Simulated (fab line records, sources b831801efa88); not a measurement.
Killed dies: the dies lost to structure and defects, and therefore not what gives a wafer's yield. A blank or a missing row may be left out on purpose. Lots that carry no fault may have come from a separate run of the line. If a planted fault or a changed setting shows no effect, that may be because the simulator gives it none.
8D (eight disciplines) problem report, filled in by code    flow sky130    the parts of the form that need people (team, actions taken, sign-off) are left out

1. WHAT WENT WRONG
Wafers without a fault read 30.002 mTorr, standard deviation 0.03; chamber pressure mTorr at SKY_LOCAL_INTERCONNECT_ETCH_13 reads a mean of 36.006 mTorr on 3 wafers belonging to 2 lots. So: +99 or more standard deviations from the usual mean.
The step: etches BARC in N2/H2, stops on SiO2, time 45.9 s, target depth 60 nm.
The first sign was on wafer L901.5 at day 32 03:16, on rie metal-02. At this step, 36 wafers from 12 lots have a number in the record. Rule for "out", or "out of limits": more than 4 standard deviations from the usual mean. All remaining wafers that have a number are taken as sound.

2. WHAT IT IS AND WHAT IT IS NOT
question                     is                      is not
which readings at this step  chamber pressure mTorr  drypump motor current A, he backside leak sccm, oes product au
which lots                   L901, L902              L895, L896, L898, L899, L900, L904, L907, L913, L916, L917
which wafers of those lots   L901.5, L902.1, L902.6  L901.2, L901.6, L902.2
read on which tools          rie metal-02            rie metal-01, rie metal-03
when                         from day 32 03:16       up to then (17 sound wafers); but 16 sound wafers of L902, L904, L907, L913, L916, L917 came after

3. SUSPECTS, AND WHAT RULES EACH OUT
Counting: a tool at a process step up to the reading stays a suspect if it ran every lot that is out. Sound lots after the first of them don't rule it out here, since some wafers of a struck lot are sound.
- pvd sputter-02 at SKY_LI_CONTACT_SPUTTER_20 (material TiN, target thk 20 nm, time 80 s): kept. It ran every lot that is out, first L901 (day 30 22:52).
- rie metal-02 at SKY_LOCAL_INTERCONNECT_ETCH_13 (etches BARC in N2/H2, stops on SiO2, time 45.9 s, target depth 60 nm): kept. It processed each lot that is out (first: L901, day 32 03:16); up to then, its last sound lot is L900 (day 32 01:54). On those wafers its own readings are out: chamber pressure mTorr.
- Within rie metal-02 at SKY_LOCAL_INTERCONNECT_ETCH_13, the wafers that are out were processed in chamber 0 and their sound lot-mates in chamber 1.
The count leaves rie metal-02 at SKY_LOCAL_INTERCONNECT_ETCH_13 and pvd sputter-02 at SKY_LI_CONTACT_SPUTTER_20.

4. THE CAUSE (what the simulator had put in)
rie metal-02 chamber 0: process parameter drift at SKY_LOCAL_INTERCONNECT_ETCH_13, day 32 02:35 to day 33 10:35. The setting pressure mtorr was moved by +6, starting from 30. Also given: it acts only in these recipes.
Counting left 2 suspects, and this tool is among them.

5. THE CHAIN OF EFFECTS, in route order
Each row: a reading whose mean over the struck wafers that have a number lies more than 3 standard deviations from the usual. Only readings for which the record gives a usual standard deviation are gone through. hours: the time from each lot's start at the first step in this table that gives one to its start at this step, as a median over the lots. sigmas: the change in usual standard deviations.
hours  step                            reading                 usual         on struck wafers  change  sigmas
0      SKY_LOCAL_INTERCONNECT_ETCH_13  chamber pressure mTorr  30.002 mTorr  36.006            +6.004  +99 or more
Here are the process steps it includes:
- SKY_LOCAL_INTERCONNECT_ETCH_13: etches BARC in N2/H2, stops on SiO2, time 45.9 s, target depth 60 nm.

6. HOW IT WOULD HAVE BEEN CAUGHT EARLIER
In this record the first reading out of limits was taken at day 32 03:16, 1 hour after the fault began at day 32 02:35.
